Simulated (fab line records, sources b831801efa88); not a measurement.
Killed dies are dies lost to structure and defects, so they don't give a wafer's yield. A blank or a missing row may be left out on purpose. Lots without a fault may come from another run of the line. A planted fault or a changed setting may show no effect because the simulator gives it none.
Chamber matching | flow sky130 | SKY_PASSIVATION_ETCH_11 on rie_diel-04: 4 sister chambers
The step etches the open film in CF4/O2, stops on AlCu, target depth 725 nm, time 161.1 s. 4 wafers are shown with their chamber, then 8 later ones without.

WAFERS WITH THEIR CHAMBER
wafer  | chamber | drypump_motor_current_A (A)
L083.1 | 3       | 6.1
L087.4 | 0       | 4.6
L087.6 | 1       | 6.0
L088.1 | 2       | 6.3

WAFERS WITHOUT THEIR CHAMBER
wafer  | drypump_motor_current_A (A)
L088.3 | 6.0
L088.6 | 6.0
L092.2 | 6.2
L092.4 | 6.1
L092.5 | 4.6
L093.1 | 6.0
L093.2 | 6.0
L093.3 | 6.2

WHICH CHAMBER EACH WENT THROUGH
wafer  | from the rows above     | in truth
L088.3 | 1                       | 1
L088.6 | 1                       | 1
L092.2 | can't be placed: 2 or 3 | 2
L092.4 | 3                       | 3
L092.5 | 0                       | 0
L093.1 | 1                       | 1
L093.2 | 1                       | 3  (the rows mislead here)
L093.3 | can't be placed: 2 or 3 | 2
Placed correctly: 5 of 8. Can't be placed from these rows: 2 (the true chamber is among the candidates in 2). Placed wrongly: 1.
How it was worked out, from the rows above alone: a wafer's distance from a chamber is the root of the sum, over the readings, of the square of ((its reading less the chamber's mean) divided by the reading's scatter). The wafer belongs to the nearest chamber; if the next one is less than 2 further off, it can't be placed. A chamber's mean is the mean of its shown wafers. The scatter: with one shown wafer a chamber, the root of the mean of the squares of how far each hidden wafer lies from its nearest shown one.
